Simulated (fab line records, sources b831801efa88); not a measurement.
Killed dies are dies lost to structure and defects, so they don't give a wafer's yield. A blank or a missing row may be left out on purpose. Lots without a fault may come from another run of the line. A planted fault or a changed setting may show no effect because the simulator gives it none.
Which tool did it? | flow sky130 | 12 lots, 36 wafers sampled, at 5 steps of a route of 708

WHAT THE GAUGES READ, wafer by wafer
SKY_VT_ADJUST_NCORE_TW_MEAS_11. Usual: VT_ADJUST_NCORE_TW 218.6, standard deviation 2.9.
lot  | measured     | on            | VT_ADJUST_NCORE_TW | flag
L103 | day 8 18:08  | film_metro-01 | 220.5 219.5 219.8  |
L106 | day 9 13:13  | film_metro-03 | 220.0 219.7 219.7  |
L107 | day 9 17:28  | film_metro-02 | 217.3 215.4 215.6  |
L109 | day 10 09:32 | film_metro-02 | 217.1 217.5 217.6  |
L108 | day 10 09:40 | film_metro-03 | 219.1 218.8 219.6  |
L110 | day 10 13:50 | film_metro-03 | 218.5 220.4 220.4  |
L112 | day 11 09:25 | film_metro-02 | 213.7 214.3 214.7  |
L116 | day 12 11:16 | film_metro-02 | 215.5 214.4 214.8  |
L118 | day 12 22:55 | film_metro-01 | 222.5 223.2 221.8  |
L120 | day 13 13:07 | film_metro-02 | 215.3 215.7 215.3  |
L124 | day 14 15:25 | film_metro-02 | 215.4 215.5 214.5  |
L125 | day 14 22:01 | film_metro-02 | 214.2 215.1 216.0  |

SKY_SONOS_TUNNEL_TW_MEAS_12. Usual: SONOS_TUNNEL_TW 198.4, standard deviation 2.2.
lot  | measured     | on            | SONOS_TUNNEL_TW   | flag
L103 | day 11 12:50 | film_metro-01 | 198.3 199.5 198.1 |
L106 | day 12 10:41 | film_metro-01 | 201.0 200.8 202.0 |
L107 | day 12 14:55 | film_metro-01 | 200.8 200.9 200.6 |
L109 | day 13 08:42 | film_metro-02 | 194.8 196.0 194.5 |
L108 | day 13 08:59 | film_metro-01 | 200.3 200.8 200.2 |
L110 | day 13 14:31 | film_metro-02 | 195.1 195.8 196.7 |
L112 | day 14 09:49 | film_metro-01 | 199.6 200.1 199.7 |
L116 | day 15 17:14 | film_metro-02 | 194.2 194.6 195.4 |
L118 | day 16 05:58 | film_metro-01 | 201.0 202.5 200.2 |
L120 | day 16 22:11 | film_metro-02 | 195.5 196.3 196.1 |
L124 | day 18 04:19 | film_metro-04 | 196.9 197.8 197.1 |
L125 | day 18 12:24 | film_metro-01 | 201.2 201.3 200.6 |

SKY_GATE_OXIDE_TW_MEAS_14. Usual: GATE_OXIDE_TW 223.8, standard deviation 2.2.
lot  | measured     | on            | GATE_OXIDE_TW     | flag
L103 | day 14 10:44 | film_metro-02 | 220.8 221.2 223.1 |
L106 | day 14 22:39 | film_metro-03 | 224.1 225.0 226.1 |
L107 | day 15 00:39 | film_metro-02 | 219.5 220.1 220.6 |
L109 | day 15 23:22 | film_metro-03 | 226.5 226.1 224.7 |
L108 | day 15 23:23 | film_metro-02 | 221.3 222.9 222.6 |
L110 | day 16 05:31 | film_metro-02 | 221.9 223.1 221.9 |
L112 | day 17 00:19 | film_metro-04 | 226.4 226.7 225.7 |
L116 | day 18 17:25 | film_metro-04 | 272.5 273.4 274.4 | OFF
L118 | day 19 03:12 | film_metro-02 | 221.4 220.1 222.8 |
L120 | day 19 17:56 | film_metro-02 | 270.9 271.1 268.5 | OFF
L124 | day 21 00:27 | film_metro-04 | 226.2 224.9 227.0 |
L125 | day 21 11:17 | film_metro-02 | 221.9 222.3 221.6 |

WHICH TOOL RAN EACH LOT (tool, then ch and the chambers of the sampled wafers, then the start)
lot  | SKY_VT_ADJUST_HVTR_STRIP_10          | SKY_GATE_OXIDE_IMPLANT_11
L103 | plasma_asher-03 ch 0,1, day 9 14:59  | implanter-01 ch 0, day 14 10:17
L106 | plasma_asher-03 ch 0,1, day 10 11:07 | implanter-04 ch 0, day 14 22:18
L107 | plasma_asher-02 ch 0,1, day 10 16:16 | implanter-01 ch 0, day 15 00:18
L109 | plasma_asher-03 ch 0,1, day 11 08:37 | implanter-04 ch 0, day 15 23:02
L108 | plasma_asher-01 ch 0,1, day 11 08:53 | implanter-01 ch 0, day 15 23:01
L110 | plasma_asher-03 ch 0,1, day 11 13:14 | implanter-01 ch 0, day 16 05:11
L112 | plasma_asher-03 ch 0,1, day 12 08:47 | implanter-04 ch 0, day 16 23:58
L116 | plasma_asher-03 ch 0,1, day 13 11:49 | implanter-02 ch 0, day 18 16:35
L118 | plasma_asher-02 ch 0,1, day 13 23:49 | implanter-04 ch 0, day 19 02:51
L120 | plasma_asher-02 ch 0,1, day 14 14:31 | implanter-01 ch 0, day 19 17:16
L124 | plasma_asher-01 ch 0,1, day 15 18:19 | implanter-04 ch 0, day 21 00:06
L125 | plasma_asher-03 ch 0,1, day 16 01:07 | implanter-02 ch 0, day 21 10:56
- SKY_VT_ADJUST_HVTR_STRIP_10: strips in O2/N2.
- SKY_GATE_OXIDE_IMPLANT_11

WHAT THE TOOLS THEMSELVES READ (means of the sampled wafers that have a number; where no wafer has one, the mark that the record gives instead)
SKY_VT_ADJUST_HVTR_STRIP_10. Usual: drypump_motor_current_A 5.2 A, standard deviation 0.38; oes_product_au 0.715 a.u., standard deviation 0.0045; strip_time_to_endpoint_s 14.17 s, standard deviation 0.034.
lot  | tool            | drypump_motor_current_A (A) | oes_product_au (a.u.) | strip_time_to_endpoint_s (s) | flag
L103 | plasma_asher-03 | 5.2                         | 0.715                 | 14.14                        |
L106 | plasma_asher-03 | 5.2                         | 0.717                 | 14.21                        |
L107 | plasma_asher-02 | 4.9                         | 0.714                 | 14.13                        |
L109 | plasma_asher-03 | 5.2                         | 0.720                 | 14.12                        |
L108 | plasma_asher-01 | 6.1                         | 0.712                 | 14.16                        |
L110 | plasma_asher-03 | 5.2                         | 0.714                 | 14.17                        |
L112 | plasma_asher-03 | 5.2                         | 0.714                 | 14.21                        |
L116 | plasma_asher-03 | 5.2                         | 0.713                 | 14.11                        |
L118 | plasma_asher-02 | 4.9                         | 0.717                 | 14.18                        |
L120 | plasma_asher-02 | 4.9                         | 0.717                 | 14.18                        |
L124 | plasma_asher-01 | 6.1                         | 0.722                 | 14.15                        |
L125 | plasma_asher-03 | 5.2                         | 0.717                 | 14.13                        |

SKY_GATE_OXIDE_IMPLANT_11. Usual: beam_energy_keV 10.000, standard deviation 0.0028.
lot  | tool         | beam_energy_keV | flag
L103 | implanter-01 | 9.999           |
L106 | implanter-04 | 10.002          |
L107 | implanter-01 | 10.000          |
L109 | implanter-04 | 9.999           |
L108 | implanter-01 | 9.998           |
L110 | implanter-01 | 10.001          |
L112 | implanter-04 | 10.000          |
L116 | implanter-02 | 10.000          |
L118 | implanter-04 | 10.001          |
L120 | implanter-01 | 10.000          |
L124 | implanter-04 | 10.000          |
L125 | implanter-02 | 10.000          |

THE ANSWER, worked out from the rows above alone
Rule: a lot is off if the mean of its wafers that have a number lies more than 3 standard deviations from the usual mean. A lot without any number at a reading at which 4 lots or more have one is off too. The other lots that the step has rows for count as sound. The gauges are gone through in route order, then the tools' own readings, and for those a lot's mean is taken as printed above. The first step at which some lot is off is used, and at that step the reading that is off furthest; a lot without a number counts as furthest.
Off: L116, L120, at SKY_GATE_OXIDE_TW_MEAS_14 (GATE_OXIDE_TW).
A tool fits if, at a process step before that reading, it ran every lot that is off, and no sound lot after the first of them. The gauges at SKY_GATE_OXIDE_TW_MEAS_14 are tried like those tools. None of those tried fits.

WHAT THE SIMULATOR HAD PUT IN
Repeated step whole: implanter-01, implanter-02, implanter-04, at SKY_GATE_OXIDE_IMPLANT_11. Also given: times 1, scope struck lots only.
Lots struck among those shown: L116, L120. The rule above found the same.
